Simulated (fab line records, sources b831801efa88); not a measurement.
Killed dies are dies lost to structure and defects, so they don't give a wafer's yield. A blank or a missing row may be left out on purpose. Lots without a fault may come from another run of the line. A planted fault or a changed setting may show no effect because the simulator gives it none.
Tool commonality check | flow sky130 | 12 lots, 36 wafers sampled

WHY IT WAS OPENED
At SKY_POLY_GATE_THK_MEAS_21 the reading POLY_GATE_OXIDATION_THK is flagged on 2 of 12 lots. Wafers without a fault read 3.99 nm, standard deviation 0.077.
Rule: a lot is flagged when every wafer of it that has a number lies more than 4 standard deviations from that mean, or none has a number. The other lots count as sound.

lot  | measured     | on            | POLY_GATE_OXIDATION_THK (nm), wafer by wafer | flag
L463 | day 17 09:17 | film_metro-01 | 4.00 4.09 4.04                               |
L466 | day 18 06:37 | film_metro-02 | 3.95 3.99 4.03                               |
L467 | day 18 12:16 | film_metro-02 | 3.95 3.95 3.95                               |
L468 | day 18 16:27 | film_metro-03 | 4.04 3.96 4.00                               |
L470 | day 19 09:25 | film_metro-02 | 4.08 4.00 4.03                               |
L472 | day 20 06:47 | film_metro-01 | 3.97 3.95 4.01                               |
L477 | day 21 14:58 | film_metro-02 | 3.97 4.00 3.96                               |
L478 | day 22 04:59 | film_metro-03 | 2.51 2.57 2.47                               | FLAGGED
L480 | day 22 18:52 | film_metro-03 | 2.80 2.74 2.62                               | FLAGGED
L484 | day 24 12:44 | film_metro-03 | 3.94 3.97 3.89                               |
L485 | day 24 15:54 | film_metro-03 | 4.05 3.99 4.02                               |
L486 | day 24 20:34 | film_metro-02 | 4.03 3.95 3.95                               |
The numbers of the flagged lots are 2.62 nm on average: -1.37 nm against the usual, or -18 standard deviations.

WHICH TOOL RAN EACH LOT
The record holds 1 process step before the reading, out of a route of 708 steps. In each cell: the tool, then ch and the chambers that the sampled wafers went through, then the start.
lot  | flag    | SKY_POLY_GATE_OXIDATION_20
L463 |         | furnace-01 ch 0, day 17 08:01
L466 |         | furnace-01 ch 0, day 18 05:22
L467 |         | furnace-01 ch 0, day 18 11:01
L468 |         | furnace-01 ch 0, day 18 15:12
L470 |         | furnace-02 ch 0, day 19 08:10
L472 |         | furnace-01 ch 0, day 20 05:31
L477 |         | furnace-02 ch 0, day 21 13:43
L478 | FLAGGED | furnace-01 ch 0, day 22 03:43
L480 | FLAGGED | furnace-01 ch 0, day 22 17:37
L484 |         | furnace-02 ch 0, day 24 11:29
L485 |         | furnace-02 ch 0, day 24 14:38
L486 |         | furnace-02 ch 0, day 24 19:19
What these steps do:
- SKY_POLY_GATE_OXIDATION_20: stabilise 600 s, purge 300 s, target thk 4 nm.
- SKY_POLY_GATE_THK_MEAS_21

FLAGGED OVER TOTAL, TOOL BY TOOL (the gauges that took the reading come last)
step                       | tool          | lots run | flagged | share of the flagged lots | sound lots run after its first flagged lot
SKY_POLY_GATE_OXIDATION_20 | furnace-01    | 7        | 2       | all                       | 0
SKY_POLY_GATE_OXIDATION_20 | furnace-02    | 5        | 0       | none                      | -
SKY_POLY_GATE_THK_MEAS_21  | film_metro-01 | 2        | 0       | none                      | -
SKY_POLY_GATE_THK_MEAS_21  | film_metro-02 | 5        | 0       | none                      | -
SKY_POLY_GATE_THK_MEAS_21  | film_metro-03 | 5        | 2       | all                       | 2 (L484,L485)

WHAT THE TABLE ALLOWS
2 rows of the table ran every flagged lot: furnace-01 at SKY_POLY_GATE_OXIDATION_20, film_metro-03 at SKY_POLY_GATE_THK_MEAS_21.
- furnace-01 at SKY_POLY_GATE_OXIDATION_20: 2 of its 7 lots flagged. Its last sound lot is L472 (day 20 05:31), its first flagged lot L478 (day 22 03:43): a fault that began between those two fits. Its own readings lie more than 4 standard deviations out on every wafer of the flagged lots: spike_tc_bottom_C, spike_tc_centre_C, spike_tc_lower_C, spike_tc_top_C, spike_tc_upper_C, tube_center_temp_C, tube_center_temp_C_max.
- film_metro-03 at SKY_POLY_GATE_THK_MEAS_21: 2 of its 5 lots flagged. Sound lots ran on it after the first flagged one (L484, L485), which a lasting fault on the whole tool wouldn't allow.
One tool is left: furnace-01 at SKY_POLY_GATE_OXIDATION_20.

WHAT THE SIMULATOR HAD PUT IN
Process parameter drift: furnace-01, from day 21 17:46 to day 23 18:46, at SKY_POLY_GATE_OXIDATION_20. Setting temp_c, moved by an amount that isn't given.
Lots struck among those shown: L478, L480. The rule above found the same.
